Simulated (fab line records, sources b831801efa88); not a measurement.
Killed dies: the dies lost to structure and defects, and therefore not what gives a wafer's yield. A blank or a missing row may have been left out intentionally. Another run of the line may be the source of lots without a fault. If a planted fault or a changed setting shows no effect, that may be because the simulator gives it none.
Which tool is to blame? | flow gf180mcu | Sampling: 14 lots, 42 wafers, 6 of 602 route steps

== WHAT EACH GAUGE READ, for each wafer ==
GF_STI_THK_MEAS_30. Usual: STI_OXIDATION_02_THK typically reads 9.79 nm, with standard deviation 0.21.
lot  | measured    | on           | STI_OXIDATION_02_THK (nm) | flag
L799 | day 2 08:39 | filmMetro-02 | 10.12 10.01 9.89          | 
L801 | day 2 15:16 | filmMetro-01 | 10.09 10.08 9.99          | 
L805 | day 3 15:39 | filmMetro-02 | 9.61 9.79 9.69            | 
L806 | day 3 19:08 | filmMetro-04 | 10.06 9.95 9.80           | 
L809 | day 4 08:53 | filmMetro-04 | 9.55 9.69 9.55            | 
L810 | day 4 14:49 | filmMetro-01 | 9.61 9.70 9.49            | 
L811 | day 4 21:10 | filmMetro-04 | 9.91 9.99 9.90            | 
L812 | day 5 01:08 | filmMetro-04 | 9.34 9.51 9.44            | 
L814 | day 5 12:46 | filmMetro-01 | 9.69 9.66 9.65            | 
L815 | day 5 16:16 | filmMetro-04 | 9.75 9.67 9.88            | 
L816 | day 5 21:11 | filmMetro-04 | 9.73 9.87 9.82            | 
L819 | day 6 12:56 | filmMetro-04 | 9.87 10.07 10.08          | 
L820 | day 6 19:29 | filmMetro-02 | 9.33 9.51 9.33            | 
L821 | day 7 00:29 | filmMetro-01 | 10.12 10.02 10.17         | 

GF_HV_LDD_TW_MEAS_38. Usual: HV_LDD_3_TW typically reads 1440, with standard deviation 17.
lot  | measured     | on           | HV_LDD_3_TW    | flag
L799 | day 11 17:26 | filmMetro-03 | 1423 1418 1417 | 
L801 | day 12 04:50 | filmMetro-03 | 1429 1433 1428 | 
L805 | day 13 16:50 | filmMetro-02 | 1463 1473 1459 | 
L806 | day 13 21:03 | filmMetro-03 | 1424 1419 1421 | 
L809 | day 14 20:05 | filmMetro-04 | 1304 1300 1303 | OFF
L810 | day 15 01:28 | filmMetro-02 | 1348 1332 1334 | OFF
L811 | day 15 17:11 | filmMetro-04 | 1438 1436 1438 | 
L812 | day 15 21:43 | filmMetro-02 | 1474 1461 1468 | 
L814 | day 16 12:54 | filmMetro-04 | 1444 1440 1452 | 
L815 | day 16 19:38 | filmMetro-04 | 1435 1428 1437 | 
L816 | day 17 00:14 | filmMetro-02 | 1456 1465 1470 | 
L819 | day 18 01:41 | filmMetro-02 | 1461 1467 1465 | 
L820 | day 18 11:09 | filmMetro-03 | 1423 1427 1421 | 
L821 | day 18 22:36 | filmMetro-04 | 1438 1443 1442 | 

GF_HV_LDD_RS_MEAS_53: measures by four-point-probe. Usual: HV_LDD_RS typically reads 418.1 ohm/sq, with standard deviation 0.86.
lot  | measured     | on           | HV_LDD_RS (ohm/sq) | flag
L799 | day 12 12:58 | filmMetro-04 | 416.8 417.5 418.0  | 
L801 | day 13 00:52 | filmMetro-04 | 416.8 417.0 417.6  | 
L805 | day 14 14:00 | filmMetro-03 | 418.0 417.4 417.5  | 
L806 | day 14 18:32 | filmMetro-03 | 418.3 418.1 417.5  | 
L809 | day 15 17:37 | filmMetro-03 | 437.8 438.8 439.0  | OFF
L810 | day 15 22:59 | filmMetro-04 | 439.9 438.8 439.3  | OFF
L811 | day 16 15:43 | filmMetro-03 | 417.5 417.3 418.0  | 
L812 | day 16 20:35 | filmMetro-02 | 418.9 419.6 419.9  | 
L814 | day 17 11:53 | filmMetro-03 | 416.8 417.4 416.9  | 
L815 | day 17 19:03 | filmMetro-03 | 418.7 418.0 418.0  | 
L816 | day 17 23:47 | filmMetro-03 | 419.0 418.7 420.2  | 
L819 | day 19 02:46 | filmMetro-04 | 419.2 418.9 417.8  | 
L820 | day 19 11:46 | filmMetro-04 | 418.5 418.9 419.2  | 
L821 | day 19 23:31 | filmMetro-03 | 417.8 416.3 418.2  | 

GF_NSD_CD_MEAS_07: the cd target is 400 nm. Usual: 400.2 nm for cdNm, sd 2.5.
lot  | measured     | on       | cdNm (nm)         | flag
L799 | day 13 13:01 | cdSem-02 | 399.9 399.4 398.9 | 
L801 | day 13 23:43 | cdSem-01 | 397.2 398.3 398.9 | 
L805 | day 15 16:05 | cdSem-02 | 405.2 404.3 407.0 | 
L806 | day 15 21:13 | cdSem-01 | 396.4 398.0 399.1 | 
L811 | day 17 17:02 | cdSem-01 | 400.2 398.9 399.2 | 
L812 | day 17 22:15 | cdSem-02 | 397.1 395.6 396.3 | 
L814 | day 18 13:36 | cdSem-02 | 403.9 403.9 404.4 | 
L815 | day 18 21:51 | cdSem-01 | 400.9 401.7 400.4 | 
L816 | day 19 03:04 | cdSem-01 | 395.5 400.1 395.1 | 
L819 | day 20 06:01 | cdSem-01 | 397.8 396.8 397.0 | 
L820 | day 20 14:59 | cdSem-01 | 401.7 402.2 402.8 | 
L821 | day 21 02:14 | cdSem-01 | 400.1 399.8 399.1 | 

GF_NSD_TW_MEAS_12. Usual: NSD_TW typically reads 4267, with standard deviation 52.
lot  | measured     | on           | NSD_TW         | flag
L799 | day 13 13:34 | filmMetro-01 | 4254 4233 4239 | 
L801 | day 14 00:16 | filmMetro-01 | 4233 4213 4220 | 
L805 | day 15 16:38 | filmMetro-02 | 4327 4323 4356 | 
L806 | day 15 21:45 | filmMetro-01 | 4253 4255 4259 | 
L811 | day 17 17:35 | filmMetro-02 | 4321 4322 4324 | 
L812 | day 17 22:49 | filmMetro-01 | 4279 4262 4275 | 
L814 | day 18 14:08 | filmMetro-01 | 4305 4266 4264 | 
L815 | day 18 22:25 | filmMetro-02 | 4362 4376 4335 | 
L816 | day 19 03:38 | filmMetro-02 | 4324 4350 4331 | 
L819 | day 20 06:35 | filmMetro-02 | 4353 4324 4329 | 
L820 | day 20 15:32 | filmMetro-01 | 4275 4274 4259 | 
L821 | day 21 02:46 | filmMetro-01 | 4222 4239 4223 | 

== EACH LOT AND THE TOOL THAT RAN IT (in order: tool; ch and the chambers of the sampled wafers; start) ==
lot  | GF_HV_LDD_IMPLANT_35
L799 | implanter-02 ch 0, day 11 17:02
L801 | implanter-04 ch 0, day 12 04:26
L805 | implanter-04 ch 0, day 13 16:28
L806 | implanter-02 ch 0, day 13 20:41
L809 | implanter-01, day 14 19:43
L810 | implanter-02, day 15 01:05
L811 | implanter-01 ch 0, day 15 16:48
L812 | implanter-01 ch 0, day 15 21:19
L814 | implanter-02 ch 0, day 16 12:32
L815 | implanter-02 ch 0, day 16 19:14
L816 | implanter-01 ch 0, day 16 23:47
L819 | implanter-02 ch 0, day 18 01:17
L820 | implanter-01 ch 0, day 18 10:47
L821 | implanter-01 ch 0, day 18 22:14
- GF_HV_LDD_IMPLANT_35

== WHAT THE TOOLS THEMSELVES READ (means of the sampled wafers that have a number; where no wafer has one, the mark that the record gives instead) ==
GF_HV_LDD_IMPLANT_35. Usual: beamEnergyKeV 60.003, standard deviation 0.018; beamOnS 10.02 s, standard deviation 0.18; doseIonsCm2 7.502e+12, standard deviation 8.3e+09.
lot  | tool         | beamEnergyKeV | beamOnS (s) | doseIonsCm2 | flag
L799 | implanter-02 | 59.990        | 9.84        | 7.511e+12   | 
L801 | implanter-04 | 59.997        | 9.93        | 7.503e+12   | 
L805 | implanter-04 | 59.982        | 10.22       | 7.485e+12   | 
L806 | implanter-02 | 60.014        | 9.98        | 7.506e+12   | 
L809 | implanter-01 | -             | -           | -           | OFF
L810 | implanter-02 | -             | -           | -           | OFF
L811 | implanter-01 | 60.004        | 10.11       | 7.496e+12   | 
L812 | implanter-01 | 60.004        | 9.94        | 7.507e+12   | 
L814 | implanter-02 | 60.021        | 10.09       | 7.508e+12   | 
L815 | implanter-02 | 60.010        | 10.08       | 7.508e+12   | 
L816 | implanter-01 | 60.004        | 9.98        | 7.501e+12   | 
L819 | implanter-02 | 59.999        | 9.97        | 7.506e+12   | 
L820 | implanter-01 | 60.002        | 9.87        | 7.501e+12   | 
L821 | implanter-01 | 60.016        | 9.97        | 7.498e+12   | 

== THE ANSWER, worked out from the rows above alone ==
Rule: take the mean of a lot's wafers that have a number; if it is more than 3 standard deviations from the usual mean, the lot is off. A lot without any number at a reading at which 4 lots or more have one is off too. All remaining lots with rows at the step are treated as sound. Order of review: gauges by route order, followed by the tools' own readings, for which a lot's mean as printed above is used. At the first step where some lot is off, the reading lying furthest off is the one used; lots without a number count as furthest.
Off: L809, L810, seen at GF_HV_LDD_TW_MEAS_38 (HV_LDD_3_TW).
A tool fits if, at a process step before that reading, it ran every lot that is off, and no sound lot after the first of them. Not tried: the gauges at GF_HV_LDD_TW_MEAS_38; whatever is off there is also off at GF_HV_LDD_IMPLANT_35, on other tools, and gauge error can't account for it. Of those tried, none fits.

== WHAT THE SIMULATOR HAD PUT IN ==
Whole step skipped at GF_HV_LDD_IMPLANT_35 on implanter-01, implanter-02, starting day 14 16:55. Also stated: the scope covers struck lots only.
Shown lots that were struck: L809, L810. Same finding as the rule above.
